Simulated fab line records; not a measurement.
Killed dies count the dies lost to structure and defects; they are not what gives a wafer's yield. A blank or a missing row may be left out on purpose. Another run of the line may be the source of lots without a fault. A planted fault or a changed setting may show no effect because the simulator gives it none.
fab line records	flow gf180mcu
record lots=5	wafers=15	last-day=34
route steps=602 shown V2@408 M3@409 PASSIVATION@602
lots untouched by any fault: they come from a run of this same line in which no faults occurred
start-h: hours from the record's opening day to when the first of the lot's shown wafers began	wait-h: hours since the lot's step before	" repeats the value in the row above	L1.1+2: a row that stands for several wafers	- no value, or no start given	* or withheld: withheld	< > ~ a bound
route shown NAME@n: a module of which the file shows steps, and the number in the route of the first	usual: mean and standard deviation over wafers with no fault	same: alike in all rows	chamber/n: place in a boat	sites: per-site readings	_std_site: the values' standard deviation	_edge_site: mean of outer sites minus mean of inner sites	radius-mm: how far each site lies from the wafer's centre	mask NAME#n: copy n	behind: the tool/chamber that last shaped the wafer	hold: why the lot went on hold/how many hours it stayed there/how the hold came to an end	device: the n, p or np transistor that did not switch	end of line: at the end of the route, the tests of the same wafers	a step without rows: its recipe alone	killed: not the wafer's yield, but the dies lost to structure and defects at the first sort	map: a wafer's dies, x killed, . not, _ none there
set.NAME: the setting as run; set.NAME@STEP: as run at that earlier step	model.NAME: the simulator's own value behind a step, which no gauge read
certain route steps with their lots: each step a table, each wafer a row
services: from which hour (start-h, from the record's first day; less than 0 if before it) a tool's chamber was out of use, for how many hours, and why
## steps
# step GF_V2_CMP_26
# recipe stop-on=SiO2	down-force-psi=3.5	platen-rpm=60	t-overpolish-s=15	target-thk-nm=0	pad-velocity-m-s=0.94248
# usual motor-current-A=11.3/0.95	overpolish-run-s=15.000/0.009	slurry-flow-ml-min=150.0/0.49	time-to-endpoint-s=86/4.6
lot.wafer	tool	chamber	start-h	wait-h	motor-current-A	overpolish-run-s	slurry-flow-ml-min	time-to-endpoint-s
L951.2	cmp-02	2	485.00	0.2	10.0	14.988	149.9	90
L951.5	"	3	"	"	11.6	15.007	149.7	80
L951.6	"	0	"	"	10.3	14.987	150.6	81
L953.3	cmp-02	2	512.97	0.0	10.1	14.996	150.4	90
L953.1	"	3	"	"	11.1	14.998	150.1	86
L953.2	"	1	"	"	13.5	14.996	150.2	83
L961.1	cmp-02	0	586.15	0.1	10.3	15.008	150.6	79
L961.4	"	2	"	"	10.1	15.001	150.2	86
L961.3	"	3	"	"	10.9	14.993	150.0	78
L967.2	cmp-01	3	629.00	0.1	12.6	15.005	150.1	80
L967.1	"	1	"	"	11.0	14.989	150.5	84
L967.5	"	3	"	"	11.5	14.983	150.0	83
L970.4	cmp-02	0	638.95	0.0	10.1	14.991	149.9	83
L970.1	"	2	"	"	9.8	14.997	149.1	90
L970.6	"	1	"	"	12.9	15.018	150.2	82
# step GF_M3_SPUTTER_00
# recipe material=Ti	target-thk-nm=37.5	arriving-ion-energy-ev=80	substrate-temp-c=200	chamber-pressure-pa=2	power-w=4000	time-s=150
# usual throttle-valve-pct=29.9/1
lot.wafer	tool	chamber	start-h	wait-h	throttle-valve-pct
L951.2	pvd-sputter-02	-	485.15	0.1	30.4
L951.5	"	-	"	"	29.8
L951.6	"	-	"	"	30.9
L953.1	pvd-sputter-03	-	513.27	0.2	29.9
L953.2	"	-	"	"	28.3
L953.3	"	-	"	"	29.9
L961.1	pvd-sputter-03	-	586.45	0.2	31.1
L961.3	"	-	"	"	27.9
L961.4	"	-	"	"	29.8
L967.1	pvd-sputter-02	-	629.25	0.1	29.7
L967.2	"	-	"	"	30.8
L967.5	"	-	"	"	29.8
L970.1	pvd-sputter-04	-	639.25	0.1	28.7
L970.4	"	-	"	"	28.7
L970.6	"	-	"	"	30.2
# step GF_M3_SPUTTER_01
# recipe material=TiN	target-thk-nm=30	power-w=6500	time-s=25	chamber-pressure-pa=0.4
# step GF_M3_SPUTTER_02
# recipe material=AlCu	target-thk-nm=450	power-w=10600	time-s=23.9	chamber-pressure-pa=0.4
# step GF_M3_SPUTTER_03
# recipe material=Ti	target-thk-nm=10	substrate-temp-c=300	chamber-pressure-pa=0.3	power-w=3000	time-s=6.7
# usual throttle-valve-pct=29.8/1
lot.wafer	tool	chamber	start-h	wait-h	throttle-valve-pct
L951.2	pvd-sputter-02	-	485.31	0.0	30.8
L951.5	"	-	"	"	29.9
L951.6	"	-	"	"	30.5
L953.1	pvd-sputter-03	-	513.43	0.0	30.1
L953.2	"	-	"	"	28.0
L953.3	"	-	"	"	29.9
L961.1	pvd-sputter-03	-	586.61	0.0	31.3
L961.3	"	-	"	"	28.0
L961.4	"	-	"	"	30.0
L967.1	pvd-sputter-02	-	629.41	0.0	29.8
L967.2	"	-	"	"	31.0
L967.5	"	-	"	"	29.4
L970.1	pvd-sputter-04	-	639.41	0.0	28.9
L970.4	"	-	"	"	28.8
L970.6	"	-	"	"	30.2
# step GF_M3_SPUTTER_04
# recipe material=TiN	target-thk-nm=50	power-w=6500	time-s=41.7	chamber-pressure-pa=0.4
# usual throttle-valve-pct=29.9/1
lot.wafer	tool	chamber	start-h	wait-h	throttle-valve-pct
L951.2	pvd-sputter-02	-	485.33	0.0	30.7
L951.5	"	-	"	"	29.4
L951.6	"	-	"	"	30.6
L953.1	pvd-sputter-03	-	513.46	0.0	30.3
L953.2	"	-	"	"	28.1
L953.3	"	-	"	"	29.7
L961.1	pvd-sputter-03	-	586.63	0.0	31.3
L961.3	"	-	"	"	27.9
L961.4	"	-	"	"	30.1
L967.1	pvd-sputter-02	-	629.43	0.0	29.6
L967.2	"	-	"	"	30.8
L967.5	"	-	"	"	29.7
L970.1	pvd-sputter-04	-	639.43	0.0	28.7
L970.4	"	-	"	"	28.7
L970.6	"	-	"	"	30.3
# step GF_M3_RS_MEAS_05
# recipe thk-meas-gauge=four-point-probe	reads=TiN_of_M3_SPUTTER_04+Ti_of_M3_SPUTTER_03+AlCu_of_M3_SPUTTER_02+TiN_of_M3_SPUTTER_01+Ti_of_M3_SPUTTER_00
# usual M3_ALCU_RS=0.0697/0.00082
lot.wafer	tool	chamber	start-h	wait-h	M3_ALCU_RS[ohm/sq]
L951.2	film-metro-04	-	485.39	0.0	0.0683
L951.5	"	-	"	"	0.0677
L951.6	"	-	"	"	0.0683
L953.1	film-metro-01	-	513.49	0.0	0.0698
L953.2	"	-	"	"	0.0704
L953.3	"	-	"	"	0.0705
L961.1	film-metro-04	-	586.67	0.0	0.0710
L961.3	"	-	"	"	0.0700
L961.4	"	-	"	"	0.0695
L967.1	film-metro-01	-	629.47	0.0	0.0699
L967.2	"	-	"	"	0.0691
L967.5	"	-	"	"	0.0694
L970.1	film-metro-03	-	639.47	0.0	0.0702
L970.4	"	-	"	"	0.0692
L970.6	"	-	"	"	0.0693
# step GF_M3_THK_MEAS_06
# recipe thk-meas-gauge=xrf	reads=AlCu_of_M3_SPUTTER_02
# usual M3_ALCU_THK=444/5.4
lot.wafer	tool	chamber	start-h	wait-h	M3_ALCU_THK[nm]
L951.2	film-metro-04	-	485.50	0.1	456
L951.5	"	-	"	"	460
L951.6	"	-	"	"	454
L953.1	film-metro-01	-	513.61	0.1	443
L953.2	"	-	"	"	441
L953.3	"	-	"	"	438
L961.1	film-metro-04	-	586.79	0.1	437
L961.3	"	-	"	"	442
L961.4	"	-	"	"	448
L967.1	film-metro-01	-	629.59	0.1	443
L967.2	"	-	"	"	446
L967.5	"	-	"	"	444
L970.1	film-metro-03	-	639.59	0.1	442
L970.4	"	-	"	"	448
L970.6	"	-	"	"	448
# step GF_M3_DEHYDRATE_07
# recipe temp-c=200	time-s=60
# step GF_M3_HMDS_08
# recipe prime-time-s=60	prime-temp-c=120
# step GF_M3_COAT_09
# recipe resist=KrF	spin-rpm=withheld	resist-thk-nm=1000
# step GF_M3_SOFTBAKE_10
# recipe temp-c=130	time-s=60	resist=KrF
# step GF_M3_EXPOSE_11
# recipe mask-id=Metal3	target-cd-nm=280	na=0.68	source-shape=conventional	sigma-outer=0.6	dose-mj=28
# usual exposure-dose-mJ-cm2=27.974/0.028
lot.wafer	tool	chamber	start-h	wait-h	mask	exposure-dose-mJ-cm2
L951.2	krf-scanner-02	0	497.99	-	Metal3#0	28.025
L951.5	"	0	"	"	Metal3#0	28.027
L951.6	"	0	"	"	Metal3#0	27.947
L953.1	krf-scanner-02	0	525.39	-	Metal3#0	27.127
L953.2	"	0	"	"	Metal3#0	27.137
L953.3	"	0	"	"	Metal3#0	27.155
L961.1	krf-scanner-01	0	597.41	-	Metal3#0	28.019
L961.3	"	0	"	"	Metal3#0	28.005
L961.4	"	0	"	"	Metal3#0	27.987
L967.1	krf-scanner-02	0	640.11	-	Metal3#0	27.995
L967.2	"	0	"	"	Metal3#0	28.014
L967.5	"	0	"	"	Metal3#0	28.027
L970.1	krf-scanner-01	0	648.78	-	Metal3#0	27.967
L970.4	"	0	"	"	Metal3#0	27.942
L970.6	"	0	"	"	Metal3#0	27.961
# step GF_M3_PEB_12
# recipe peb-temp-c=135	peb-time-s=90	resist=KrF
# step GF_M3_DEVELOP_13
# recipe develop-time-s=60	dev-temp-c=21
# step GF_M3_CD_MEAS_14
# recipe target-cd-nm=280
# usual cd-nm=279.7/1.2
lot.wafer	tool	chamber	start-h	wait-h	hold	cd-nm
L951.2	cd-sem-01	-	509.41	0.1	-	280.5
L951.5	"	-	"	"	-	280.9
L951.6	"	-	"	"	-	281.5
L953.1	cd-sem-01	-	536.54	0.1	await-dispo/0.2h/release	230.7
L953.2	"	-	"	"	await-dispo/0.2h/release	276.2
L953.3	"	-	"	"	await-dispo/0.2h/release	261.0
L953.1	cd-sem-01	-	536.82	0.3	-	230.6
L953.2	"	-	"	"	-	276.5
L953.3	"	-	"	"	-	261.0
L961.1	cd-sem-02	-	607.37	0.1	-	279.9
L961.3	"	-	"	"	-	280.6
L961.4	"	-	"	"	-	279.9
L967.1	cd-sem-02	-	648.89	0.1	-	280.0
L967.2	"	-	"	"	-	279.0
L967.5	"	-	"	"	-	280.5
L970.1	cd-sem-01	-	658.49	0.1	-	281.2
L970.4	"	-	"	"	-	280.4
L970.6	"	-	"	"	-	281.2
# step GF_M3_OVL_MEAS_15
# usual M3_OVL=-3/5.7
lot.wafer	tool	chamber	start-h	wait-h	hold	M3_OVL[nm]
L951.2	overlay-01	-	509.51	0.1	-	3
L951.5	"	-	"	"	-	0
L951.6	"	-	"	"	-	4
L953.1	overlay-01	-	538.54	1.7	await-dispo/1.6h/release	-6
L953.2	"	-	"	"	await-dispo/1.6h/release	-5
L953.3	"	-	"	"	await-dispo/1.6h/release	-4
L961.1	overlay-01	-	607.49	0.1	-	-9
L961.3	"	-	"	"	-	-9
L961.4	"	-	"	"	-	-2
L967.1	overlay-02	-	649.01	0.1	-	-7
L967.2	"	-	"	"	-	-8
L967.5	"	-	"	"	-	-4
L970.1	overlay-01	-	658.61	0.1	-	11
L970.4	"	-	"	"	-	5
L970.6	"	-	"	"	-	5
# step GF_M3_METAL_ETCH_16
# recipe chemistry=Cl2/BCl3	mask-material=KrF	target-depth-nm=627.5	stop-on=SiO2	pressure-mtorr=8	icp-w=800	bias-w=140	Cl2_flow_sccm=80	bcl3-flow-sccm=40	time-s=104.6
# usual drypump-motor-current-A=5.9/0.37	mfc-cl2-sccm=80.02/0.23	oes-product-au=0.971/0.0056	throttle-valve-pct=28.251/0.012
lot.wafer	tool	chamber	start-h	wait-h	drypump-motor-current-A	mfc-cl2-sccm	oes-product-au	rf-hours-counter-h	throttle-valve-pct	model.M3.cd-nm
L951.2	rie-metal-01	1	509.54	0.0	5.9	79.80	0.975	9	28.252	275.8
L951.5	"	1	"	"	5.9	80.09	0.975	-	28.235	276.2
L951.6	"	0	"	"	5.5	79.79	0.983	-	28.239	281.3
L953.1	rie-metal-02	1	538.58	0.0	5.8	80.47	0.972	8	28.251	237.9
L953.2	"	0	"	"	5.8	79.84	0.969	10	28.261	274.8
L953.3	"	0	"	"	5.8	79.65	0.969	-	28.278	257.9
L961.1	rie-metal-04	0	607.53	0.0	5.6	80.28	0.971	3	28.257	278.2
L961.3	"	0	"	"	5.6	79.93	0.973	-	28.256	279.3
L961.4	"	1	"	"	6.5	80.14	0.976	-	28.247	285
L967.1	rie-metal-01	0	649.04	0.0	5.5	79.73	0.970	5	28.255	282.6
L967.2	"	1	"	"	5.9	79.86	0.973	13	28.228	277.9
L967.5	"	0	"	"	5.5	79.90	0.977	-	28.273	282.9
L970.1	rie-metal-04	0	658.64	0.0	5.6	80.15	0.972	4	28.248	282.8
L970.4	"	0	"	"	5.6	80.16	0.970	-	28.254	284.8
L970.6	"	0	"	"	5.6	79.76	0.972	-	28.239	281.9
# step GF_M3_STRIP_17
# recipe chemistry=O2/N2	power-w=1400	pressure-mtorr=1500	platen-temp-c=250	o2-flow-sccm=3000	n2-flow-sccm=300	overash-fraction=0.5
# usual drypump-motor-current-A=5.5/0.6	heater-power-w=328/24	n2-flow-sccm=300.1/0.9	oes-product-au=0.558/0.0049	strip-time-to-endpoint-s=7.88/0.057
lot.wafer	tool	chamber	start-h	wait-h	drypump-motor-current-A	heater-power-w	n2-flow-sccm	oes-product-au	rf-hours-counter-h	strip-time-to-endpoint-s
L951.2	plasma-asher-04	0	509.66	0.1	5.0	282	301.6	0.555	62	7.88
L951.5	"	1	"	"	6.5	341	299.0	0.554	-	7.89
L951.6	"	0	"	"	5.0	277	300.3	0.555	-	7.90
L953.1	plasma-asher-01	0	538.69	0.1	4.9	332	298.6	0.552	48	7.74
L953.2	"	1	"	"	6.1	347	299.6	0.557	48	7.86
L953.3	"	0	"	"	4.9	339	300.0	0.553	-	7.83
L961.1	plasma-asher-04	1	607.64	0.1	6.5	338	299.5	0.564	72	7.91
L961.3	"	1	"	"	6.5	342	299.7	0.563	-	7.90
L961.4	"	0	"	"	5.0	284	300.3	0.561	-	7.93
L967.1	plasma-asher-01	0	649.15	0.1	4.9	337	300.8	0.552	61	7.91
L967.2	"	1	"	"	6.1	361	299.9	0.559	61	7.88
L967.5	"	1	"	"	6.1	354	300.1	0.557	-	7.89
L970.1	plasma-asher-02	1	658.75	0.1	5.1	308	299.4	0.557	26	7.94
L970.4	"	1	"	"	5.1	308	300.5	0.561	-	7.96
L970.6	"	1	"	"	5.2	309	300.4	0.559	-	7.92
# step GF_PASSIVATION_PROBE_99
lot.wafer	tool	chamber	start-h	wait-h	hold	model.etest.met3.width-nm	model.etest.met3.line-ohm-um
L951.2	prober-02	-	687.84	0.1	-	278.1	0.2546
L951.5	prober-02	-	687.99	0.2	-	272.7	0.2571
L951.6	prober-02	-	688.04	0.2	-	281.8	0.2504
L953.1	prober-02	-	711.86	0.1	await-dispo/6.0h/release	240.1	0.2992
L953.2	prober-02	-	711.91	0.1	await-dispo/6.0h/release	274.3	0.2645
L953.3	prober-02	-	711.96	0.2	await-dispo/6.0h/release	258.6	0.2795
L961.1	prober-02	-	768.74	0.1	-	278.9	0.2586
L961.3	prober-02	-	768.84	0.2	-	279.4	0.2584
L961.4	prober-02	-	768.89	0.2	-	280.9	0.253
L967.1	prober-01	-	801.08	0.1	-	281.7	0.2567
L967.2	prober-01	-	801.13	0.1	-	276.3	0.2558
L967.5	prober-01	-	801.28	0.2	-	284	0.2525
L970.1	prober-01	-	808.84	0.1	-	286.3	0.2489
L970.4	prober-01	-	808.99	0.2	-	283.7	0.2504
L970.6	prober-01	-	809.09	0.2	-	281.2	0.255
# killed by level:class
L951.2 CONTACT:geometric-particle:open=6 V1:geometric-particle:open=5 V5:geometric-particle:open=5 V2:geometric-particle:open=4 STI:geometric-particle:open=2 V3:geometric-particle:open=2 V4:geometric-particle:open=2 POLY_GATE:geometric-particle:short=1
L951.5 V2:geometric-particle:open=11 V3:geometric-particle:open=6 STI:geometric-particle:short=5 V5:geometric-particle:open=5 CONTACT:geometric-particle:open=4 V1:geometric-particle:open=4 M2:geometric-particle:short=3 V2:geometric-particle:short=3
L951.6 V4:geometric-particle:open=8 V2:geometric-particle:open=6 M1:geometric-particle:short=5 CONTACT:geometric-particle:open=4 V3:geometric-particle:short=4 V3:geometric-particle:open=4 STI:geometric-particle:short=3 POLY_GATE:geometric-particle:short=3
L961.1 CONTACT:geometric-particle:short=5 V1:geometric-particle:open=5 POLY_GATE:geometric-particle:open=4 V4:geometric-particle:open=4 CONTACT:geometric-particle:open=3 V2:geometric-particle:open=3 STI:geometric-particle:short=2 SALICIDE:geometric-particle:open=2
L961.3 CONTACT:geometric-particle:open=4 STI:geometric-particle:short=3 CONTACT:geometric-particle:short=3 V4:geometric-particle:short=3 V1:geometric-particle:open=3 V5:geometric-particle:open=3 STI:geometric-particle:open=2 M1:geometric-particle:short=2
L961.4 V3:geometric-particle:open=8 V5:geometric-particle:open=6 V4:geometric-particle:open=5 V1:geometric-particle:short=4 CONTACT:geometric-particle:open=3 M5:geometric-particle:short=3 V5:geometric-particle:short=3 STI:geometric-particle:short=2
L967.1 V4:geometric-particle:open=10 V3:geometric-particle:open=6 V5:geometric-particle:open=5 CONTACT:geometric-particle:open=4 V1:geometric-particle:open=4 M1:geometric-particle:short=3 V1:geometric-particle:short=3 M2:geometric-particle:short=3
L967.2 V3:geometric-particle:open=8 V5:geometric-particle:open=8 STI:geometric-particle:open=5 STI:geometric-particle:short=4 CONTACT:geometric-particle:short=4 V1:geometric-particle:open=4 V4:geometric-particle:open=4 SAB:geometric-particle:open=3
L967.5 V4:geometric-particle:open=8 V2:geometric-particle:open=6 V5:geometric-particle:open=6 M1:geometric-particle:short=5 V3:geometric-particle:open=3 HV_LDD:geometric-particle:open=2 V2:geometric-particle:short=2 V1:geometric-particle:short=2
L970.1 V4:geometric-particle:open=5 V4:geometric-particle:short=5 CONTACT:geometric-particle:open=4 V1:geometric-particle:open=4 V2:geometric-particle:open=4 STI:geometric-particle:short=3 V3:geometric-particle:open=3 V3:geometric-particle:short=3
L970.4 V3:geometric-particle:open=9 STI:geometric-particle:open=4 M1:geometric-particle:short=4 V3:geometric-particle:short=4 V4:geometric-particle:open=4 STI:geometric-particle:short=3 CONTACT:geometric-particle:open=3 V4:geometric-particle:short=3
L970.6 V3:geometric-particle:open=6 V2:geometric-particle:short=4 M3:geometric-particle:short=4 STI:geometric-particle:short=3 CONTACT:geometric-particle:open=3 V1:geometric-particle:open=3 V3:geometric-particle:short=3 STI:geometric-particle:open=2
# map L951.6 (x killed, . not)
__________...x......_________
________..x..x...x...._______
______..x.xx...x..x....._____
_____...........xx.......____
____..x..xx.....x.....xx..___
___....x.......xx.x........__
__...x.............x........_
_..x......x........x.........
_..............x.............
_......xx........x.xx........
_x.....x.........xx..........
_.....x.......x.xxx..........
_......xx....................
_......x...x.....x..x........
_.....x...................x..
__............x..xx..x......_
___................x....xxx__
____.x..x.....x......x....___
_____.x........x.....x...____
______.............xx..._____
________xx..x........._______
__________x.......x._________
# map L961.4 (x killed, . not)
__________.........._________
________.............._______
______..x....x.........._____
_____.............xx.x...____
____...........x..xxx..x..___
___.........x......x.......__
__.....................x...._
_..x.....x...........x.....x.
_.xx.........x.x.............
_....................x..xx...
_.....x..x..............x....
_.................x.x........
_........x....x.......x.x....
_.............x.....x..x.....
_.......................x.x..
__............x.....x......._
___x.....x....x...x........__
____...........x..........___
_____.x................x.____
______.......x......x..._____
________.............._______
__________........x._________
## services
tool	chamber	start-h	hours	kind
pvd-sputter-03	-	467.03	0.5	repair
rie-metal-04	-	468.44	14.6	pm
rie-metal-02	1	477.27	9.4	repair
krf-scanner-02	-	505.25	1.0	pm
krf-scanner-01	-	512.59	1.3	pm
pvd-sputter-02	-	522.77	19.7	repair
pvd-sputter-04	-	538.31	1.2	repair
krf-scanner-02	-	538.77	1.3	pm
krf-scanner-02	-	540.07	0.8	pm
krf-scanner-01	-	547.61	0.8	pm
cmp-01	-	572.03	4.0	pm
cmp-02	-	575.54	4.4	repair
pvd-sputter-04	-	576.79	2.1	repair
pvd-sputter-03	-	580.09	2.6	repair
krf-scanner-01	-	587.74	1.0	pm
plasma-asher-02	-	604.94	7.1	repair
cmp-01	-	607.60	0.7	repair
pvd-sputter-04	-	620.05	12.9	repair
krf-scanner-01	-	628.69	0.3	repair
rie-metal-04	0	634.19	2.1	repair
krf-scanner-02	-	636.83	0.6	repair
cmp-02	-	645.14	1.1	repair
krf-scanner-02	-	647.83	4.4	pm
cmp-01	-	656.28	4.9	pm
## key
first-sign step=GF_M3_EXPOSE_11	reading=exposure-dose-mJ-cm2	direction=down	sigmas=29	usual=27.974	struck=27.140
effect step=GF_M3_CD_MEAS_14	reading=visit	direction=added	through=control-loop
effect step=GF_M3_CD_MEAS_14	reading=cd-nm	direction=down	sigmas=19	usual=279.7	struck=256.0	through=control-loop
effect step=GF_PASSIVATION_PROBE_99	reading=hold	direction=added
model-effect step=GF_M3_METAL_ETCH_16	value=M3.cd-nm	without=279.9	struck=256.9
model-effect step=GF_PASSIVATION_PROBE_99	value=etest.met3.width-nm	without=280.7	struck=257.7
met-at GF_M3_EXPOSE_11
struck-wafers L953.1,L953.2,L953.3
sort-left-out L953.1,L953.2,L953.3
loop-trim step=GF_M3_EXPOSE_11	setting=dose	lots=L953
onset-between 497.99 525.39
fault kind=process-parameter-drift	tool=krf-scanner-02	chamber=-	onset-h=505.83	steps=GF_M3_EXPOSE_11	channel=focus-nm	offset=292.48	spread-by-wafer=0.3	shape=step	end-h=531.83
# sort-left-out: the simulated sort isn't trusted on such a fault, so these wafers' sort isn't shown, and their yield isn't known
# loop-trim: a control loop set the setting to another value than it would have without faults
